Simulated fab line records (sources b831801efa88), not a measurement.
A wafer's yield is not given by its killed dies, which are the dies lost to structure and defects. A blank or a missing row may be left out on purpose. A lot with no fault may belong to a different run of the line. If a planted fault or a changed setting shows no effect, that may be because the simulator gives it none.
What tool caused it?    flow gf180mcu    14 lots with 42 wafers sampled at 5 steps, on a route of 602 steps

== WHAT EACH GAUGE READ, for each wafer ==
GF_V4_THK_MEAS_25: measures by xrf.
lot   measured      on             V4_W_THK (nm)
L748  day 24 06:23  film metro-02  353 352 348
L749  day 24 19:31  film metro-01  350 351 357
L750  day 25 05:03  film metro-04  351 345 344
L754  day 26 14:08  film metro-02  347 350 349
L760  day 28 16:20  film metro-04  343 344 343
L761  day 29 00:51  film metro-02  354 352 350
L762  day 29 04:27  film metro-01  335 336 336
L764  day 29 13:49  film metro-04  349 344 346
L765  day 29 22:07  film metro-02  343 345 344
L766  day 30 05:41  film metro-04  334 334 332
L767  day 30 12:00  film metro-01  336 337 337
L768  day 30 16:01  film metro-02  357 350 354
L769  day 31 00:20  film metro-04  349 345 342
L770  day 31 06:08  film metro-01  342 343 341

GF_MIM_THK_MEAS_06.
lot   measured      on             MIM_CVD_05_THK (nm)
L748  day 24 07:01  film metro-03  42.0 42.6 42.8
L749  day 24 20:07  film metro-03  42.0 42.6 42.4
L750  day 25 05:41  film metro-02  42.3 41.9 42.5
L754  day 26 14:44  film metro-02  42.3 42.6 42.6
L760  day 28 16:57  film metro-03  41.4 41.6 42.3
L761  day 29 01:28  film metro-03  41.9 42.2 42.3
L762  day 29 05:04  film metro-02  41.8 42.1 42.1
L764  day 29 14:26  film metro-04  42.3 42.5 43.0
L765  day 29 22:44  film metro-02  41.6 42.6 42.4
L766  day 30 06:18  film metro-04  41.8 41.7 42.3
L767  day 30 12:37  film metro-04  42.2 42.1 42.7
L768  day 30 17:01  film metro-02  41.6 41.4 42.8
L769  day 31 01:11  film metro-03  42.7 41.9 42.9
L770  day 31 06:59  film metro-04  42.0 42.4 42.7

GF_MIM_RS_MEAS_10: a four-point-probe measurement.
lot   measured      on             MIM_ALCU_RS (ohm/sq)
L748  day 24 07:14  film metro-04  0.1614 0.1623 0.1596
L749  day 24 20:18  film metro-04  0.1586 0.1595 0.1588
L750  day 25 05:50  film metro-03  0.1649 0.1628 0.1649
L754  day 26 14:55  film metro-03  0.1603 0.1605 0.1614
L760  day 28 17:07  film metro-02  9.1982 9.1454 9.1192 9.2007 9.1600 9.1161
L761  day 29 01:37  film metro-02  9.3249 9.5175 9.3976 9.3193 9.5055 9.4080
L762  day 29 05:14  film metro-03  9.1687 9.2741 9.1515 9.1882 9.2788 9.1667
L764  day 29 14:37  film metro-03  0.1610 0.1608 0.1623
L765  day 29 22:55  film metro-04  0.1629 0.1644 0.1626
L766  day 30 06:28  film metro-02  0.1635 0.1617 0.1620
L767  day 30 12:46  film metro-04  0.1618 0.1623 0.1628
L768  day 30 17:10  film metro-04  0.1578 0.1594 0.1571
L769  day 31 01:20  film metro-04  0.1604 0.1615 0.1608
L770  day 31 07:08  film metro-02  0.1587 0.1574 0.1583

== WHICH TOOL RAN EACH LOT (tool, then ch and the chambers of the sampled wafers, then the start) ==
lot   GF_MIM_SPUTTER_01             GF_MIM_SPUTTER_08
L748  pvd sputter-04, day 24 06:51  pvd sputter-02, day 24 07:08
L749  pvd sputter-01, day 24 19:58  pvd sputter-04, day 24 20:13
L750  pvd sputter-04, day 25 05:31  pvd sputter-02, day 25 05:47
L754  pvd sputter-01, day 26 14:34  pvd sputter-02, day 26 14:50
L760  pvd sputter-04, day 28 16:48  pvd sputter-01, day 28 17:03
L761  pvd sputter-02, day 29 01:19  pvd sputter-04, day 29 01:34
L762  pvd sputter-02, day 29 04:54  pvd sputter-04, day 29 05:10
L764  pvd sputter-01, day 29 14:16  pvd sputter-04, day 29 14:31
L765  pvd sputter-01, day 29 22:34  pvd sputter-02, day 29 22:49
L766  pvd sputter-04, day 30 06:09  pvd sputter-02, day 30 06:25
L767  pvd sputter-01, day 30 12:28  pvd sputter-04, day 30 12:43
L768  pvd sputter-04, day 30 16:50  pvd sputter-01, day 30 17:07
L769  pvd sputter-04, day 31 01:02  pvd sputter-01, day 31 01:17
L770  pvd sputter-01, day 31 06:50  pvd sputter-04, day 31 07:05
- GF_MIM_SPUTTER_01: material TiN, target thk 30 nm, time 25 s.
- GF_MIM_SPUTTER_08: material AlCu, target thk 200 nm, time 10.6 s.

== AS READ BY THE TOOLS THEMSELVES (means over the sampled wafers that have a number; for cases with no such wafer, the mark the record gives instead) ==
GF_MIM_SPUTTER_01.
lot   tool            cathode dc power W (W)  chamber pressure pa (Pa)  throttle valve pct (%)
L748  pvd sputter-04  6500.1                  0.3999                    28.6
L749  pvd sputter-01  6499.8                  0.3997                    30.0
L750  pvd sputter-04  6500.2                  0.4003                    29.1
L754  pvd sputter-01  6500.9                  0.4002                    31.0
L760  pvd sputter-04  6500.0                  0.3991                    29.7
L761  pvd sputter-02  6498.9                  0.4001                    29.9
L762  pvd sputter-02  6500.8                  0.3995                    30.6
L764  pvd sputter-01  6499.6                  0.3999                    30.2
L765  pvd sputter-01  6499.9                  0.3994                    30.5
L766  pvd sputter-04  6500.8                  0.3997                    29.2
L767  pvd sputter-01  6499.5                  0.4003                    30.5
L768  pvd sputter-04  6498.6                  0.4001                    29.4
L769  pvd sputter-04  6500.3                  0.3997                    29.4
L770  pvd sputter-01  6499.0                  0.4000                    30.8

GF_MIM_SPUTTER_08.
lot   tool            cathode dc power W (W)  chamber pressure pa (Pa)  throttle valve pct (%)
L748  pvd sputter-02  10601                   0.4001                    31.0
L749  pvd sputter-04  10599                   0.4003                    28.6
L750  pvd sputter-02  10600                   0.3997                    29.5
L754  pvd sputter-02  10600                   0.4010                    30.2
L760  pvd sputter-01  -                       -                         -
L761  pvd sputter-04  -                       -                         -
L762  pvd sputter-04  -                       -                         -
L764  pvd sputter-04  10600                   0.4008                    29.1
L765  pvd sputter-02  10598                   0.4006                    30.7
L766  pvd sputter-02  10599                   0.4002                    30.0
L767  pvd sputter-04  10600                   0.4010                    29.3
L768  pvd sputter-01  10601                   0.4001                    29.6
L769  pvd sputter-01  10600                   0.3995                    30.1
L770  pvd sputter-04  10600                   0.4007                    28.6

== THE ANSWER, worked out from the rows above alone ==
Rule: the lots themselves supply what counts as usual. Put in order of their means at a reading, lots are off if they are a third of the lots or fewer, leave a main group of 4 or more, and stand apart from it by a gap of 3 or more times the standard deviation of the main group's means; of several such gaps the widest counts. If all means in a main group match to the digits the tables above print for the reading, that group is not used. Also off: a lot with no number at a reading for which 4 or more lots have one. Where the step has rows for the other lots, those lots are counted as sound. First the gauges in route order, then the tools' own readings, where a lot's mean is used as printed above. The first step at which some lot is off is used, and at that step the reading that is off furthest; a lot without a number counts as furthest.
Off: L760, L761, L762, at GF_MIM_RS_MEAS_10 (MIM_ALCU_RS). For the main group the mean is 0.1610 ohm/sq and the standard deviation 0.0019.
A tool fits if, at a process step before that reading, it ran every lot that is off, and no sound lot after the first of them. Not tried: the gauges at GF_MIM_RS_MEAS_10; whatever is off there is also off at GF_MIM_SPUTTER_08, on other tools, and gauge error can't account for it. Not one of the candidates tried fits.

== WHAT WAS PUT IN BY THE SIMULATOR ==
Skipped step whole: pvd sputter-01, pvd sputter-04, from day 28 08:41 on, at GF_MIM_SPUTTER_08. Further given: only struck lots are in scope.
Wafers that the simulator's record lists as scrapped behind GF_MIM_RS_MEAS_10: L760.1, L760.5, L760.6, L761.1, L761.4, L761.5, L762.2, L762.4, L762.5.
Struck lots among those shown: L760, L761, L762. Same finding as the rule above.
